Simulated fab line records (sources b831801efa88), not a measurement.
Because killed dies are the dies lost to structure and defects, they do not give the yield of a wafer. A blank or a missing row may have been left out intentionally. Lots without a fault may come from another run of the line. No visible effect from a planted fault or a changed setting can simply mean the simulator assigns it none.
One fault through the eyes of 2 desks | flow sky130 | only its own numbers are on each desk; what lay behind them is given at the end

THE METROLOGY DESK
Means of the sampled wafers that have a number, per lot and without regard to the tool the lot ran on: this is what the gauges read. Marked OUT: a lot whose mean sits more than 4 standard deviations from the usual mean, which makes it out of limits; the brackets give that distance.
Columns: A = SD_N_RS at SKY_SD_N_RS_MEAS_16, usual 68.46 ohm/sq; B = SD_P_RS at SKY_SD_N_RS_MEAS_17, usual 146.5 ohm/sq; C = RES_XHIGH_RS at SKY_SD_N_RS_MEAS_18, usual 332.9 ohm/sq; D = LI_CONTACT_OVL at SKY_LI_CONTACT_OVL_MEAS_13, usual 0 nm; E = LI_CONTACT_W_THK at SKY_LI_CONTACT_THK_MEAS_23, usual 385 nm
lot  | first seen here | A               | B               | C     | D  | E
L728 | day 28 14:14    | 68.28           | 146.0           | 332.9 | 4  | 378
L727 | day 28 21:29    | 68.34           | 146.5           | 332.9 | -5 | 380
L729 | day 29 17:19    | 68.34           | 146.4           | 332.6 | 4  | 385
L732 | day 30 00:10    | 68.52           | 146.6           | 333.2 | 2  | 391
L737 | day 32 09:50    | 68.42           | 146.5           | 334.0 | 3  | 384
L733 | day 32 18:20    | 68.58           | 146.8           | 334.3 | -3 | 387
L736 | day 32 21:23    | 61.46 (-54) OUT | 112.1 (-98) OUT | 329.3 | -3 | 385
L743 | day 33 03:02    | 61.43 (-54) OUT | 112.4 (-98) OUT | 330.6 | -1 | 388
L746 | day 34 02:53    | 68.38           | 146.1           | 333.1 | 6  | 391
L748 | day 34 13:59    | 68.51           | 146.8           | 333.3 | -2 | 379
L750 | day 35 05:54    | 68.63           | 147.3           | 332.8 | -5 | 383
This desk's finding: out of limits on L736, L743; first on L736, day 32 21:23 (SD_N_RS at SKY_SD_N_RS_MEAS_16). In limits: L728, L727, L729, L732, L737, L733, L746, L748, L750.

TOOL OWNER'S DESK, rtpAnneal-01
The tool's own readings at SKY_SD_N_RTA_14 (time 2 s): means of the sampled wafers that have a number, for each lot that ran on this tool. Marked OUT: a lot whose mean sits more than 4 standard deviations from the usual mean, which makes it out of limits; the brackets give that distance.
Columns: A = lampPowerPct at SKY_SD_N_RTA_14, usual 15.74 %; B = wafer_temp_C_max at SKY_SD_N_RTA_14, usual 1078.0
lot  | first seen here | A               | B
L728 | day 28 14:04    | 15.76           | 1078.1
L729 | day 29 17:08    | 15.74           | 1077.5
L732 | day 29 23:59    | 15.75           | 1077.9
L737 | day 32 09:39    | 15.70           | 1078.4
L736 | day 32 21:04    | 16.70 (+19) OUT | 1117.5 (+33) OUT
L743 | day 33 02:51    | 16.76 (+20) OUT | 1116.0 (+32) OUT
This desk finds L736, L743 out of limits, L736 being first, at day 32 21:04 (lampPowerPct at SKY_SD_N_RTA_14). In limits: L728, L729, L732, L737.

TAKEN TOGETHER
An alarm could have come from the tool owner's desk at day 32 21:04, on L736, L743.
On L736, L743, the metrology desk was in a position to raise an alarm at day 32 21:23.
Every lot named ran SKY_SD_N_RTA_14 on rtpAnneal-01.

WHAT WAS PUT IN BY THE SIMULATOR
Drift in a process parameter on rtpAnneal-01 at SKY_SD_N_RTA_14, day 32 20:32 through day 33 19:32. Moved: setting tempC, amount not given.
Lots struck among those shown: L736, L743.
Counting hours from when the fault started, the first reading out of limits came at 1 for the tool owner's desk and at 1 for the metrology desk.
